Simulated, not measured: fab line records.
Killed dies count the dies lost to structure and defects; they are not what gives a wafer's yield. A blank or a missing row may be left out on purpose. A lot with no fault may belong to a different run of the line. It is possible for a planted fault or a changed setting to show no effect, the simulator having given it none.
A struck lot beside a sound one / flow sky130 / 15 out of 708 route steps
Sound: these wafers, L545.1, L545.5, L545.6. Wafers struck: L562.2, L562.3, L562.5. The cause is named last.
Per side, at each step with rows, come the tool, then ch with its chambers, and then its first start. Under that, the readings that differ: sound wafers / struck wafers / difference of the means / sigmas: that difference in standard deviations of wafers without a fault.
alike: readings with means less than 2 such deviations apart, plus words and numbers identical on both sides. not compared: withheld readings, readings lacking a value on some wafer, bounds such as >300 that could conceal the same value, and numbers that have no deviation in the record and whose values overlap.
The two part at a step that has a row with sigmas, a row that says differs or no value, or rows on one side only. Numbers that don't overlap but have no deviation are shown without sigmas and don't part them. A reading that every wafer of one side lacks parts them only if that side has two wafers or more.

first, 5 steps without rows for these wafers: SKY_LI_CONTACT_COAT_07 (resist thk 450 nm); SKY_LI_CONTACT_SOFTBAKE_08 (time 90 s); SKY_LI_CONTACT_EXPOSE_09 (exposes mask LICM1, target cd 170 nm); SKY_LI_CONTACT_PEB_10; SKY_LI_CONTACT_DEVELOP_11 (develop time 60 s).
SKY_LI_CONTACT_CD_MEAS_12 targets a cd of 170 nm.
  struck on cd sem-02, day 36 01:53; sound on cd sem-02, day 30 17:47
  alike: cd nm
SKY_LI_CONTACT_OVL_MEAS_13:
  struck on overlay-02, day 36 01:59; sound on overlay-01, day 30 17:55
reading=LI_CONTACT_OVL (nm); sound=4 9 7; struck=-7 -5 -10; difference=-14; sigmas=-2
SKY_LI_CONTACT_ETCH_14: etches BARC in N2/H2, stops on SiO2, time 45.9 s, target depth 60 nm.
  sound on rie diel-01 ch 0,1,3, day 30 17:56; struck on rie diel-03 ch 1,3, day 36 02:01
  alike: drypump motor current A, oes product au, throttle valve pct
  not compared: rf hours counter h
SKY_LI_CONTACT_ETCH_15: etches PSG in C4F8/O2/Ar, stops on Si, target depth 600 nm.
  sound on rie diel-01 ch 0,1,3, day 30 17:59; struck on rie diel-03 ch 1,3, day 36 02:04
  alike: oes product au
SKY_LI_CONTACT_STRIP_16: strips in O2/N2.
  sound on plasma asher-04 ch 0,1, day 30 18:04; struck on plasma asher-04 ch 0,1, day 36 02:08
  alike: drypump motor current A, oes product au, strip time to endpoint s
  not compared: rf hours counter h
then, 2 steps without rows for these wafers: SKY_LI_CONTACT_CLEAN_17 (cleans in NMP, time 600 s); SKY_LI_CONTACT_PRE_CLEAN_18 (time 5.6 s).
SKY_LI_CONTACT_SPUTTER_19: material Ti, target thk 20 nm, time 106.37 s.
  struck on pvd sputter-01, day 36 02:26; sound on pvd sputter-03, day 30 18:22
  no value came back on the struck wafers for cathode dc power W (W), chamber pressure pa (Pa), substrate temp c (C), throttle valve pct (%); on the sound wafers cathode dc power W (W) reads 2500.7 2500.4 2499.7
SKY_LI_CONTACT_SPUTTER_20: material TiN, target thk 20 nm, time 80 s.
  struck on pvd sputter-01, day 36 02:31; sound on pvd sputter-03, day 30 18:26
  alike: cathode dc power W, chamber pressure pa, throttle valve pct
SKY_PAD_OPEN_PROBE_99:
  rows exist in the record for the sound wafers here (prober-01, day 46 21:05), none for the struck ones

## WHERE THEY PART
First at SKY_LI_CONTACT_OVL_MEAS_13; last, within this record, at SKY_PAD_OPEN_PROBE_99.

WHY: what the simulator had put in
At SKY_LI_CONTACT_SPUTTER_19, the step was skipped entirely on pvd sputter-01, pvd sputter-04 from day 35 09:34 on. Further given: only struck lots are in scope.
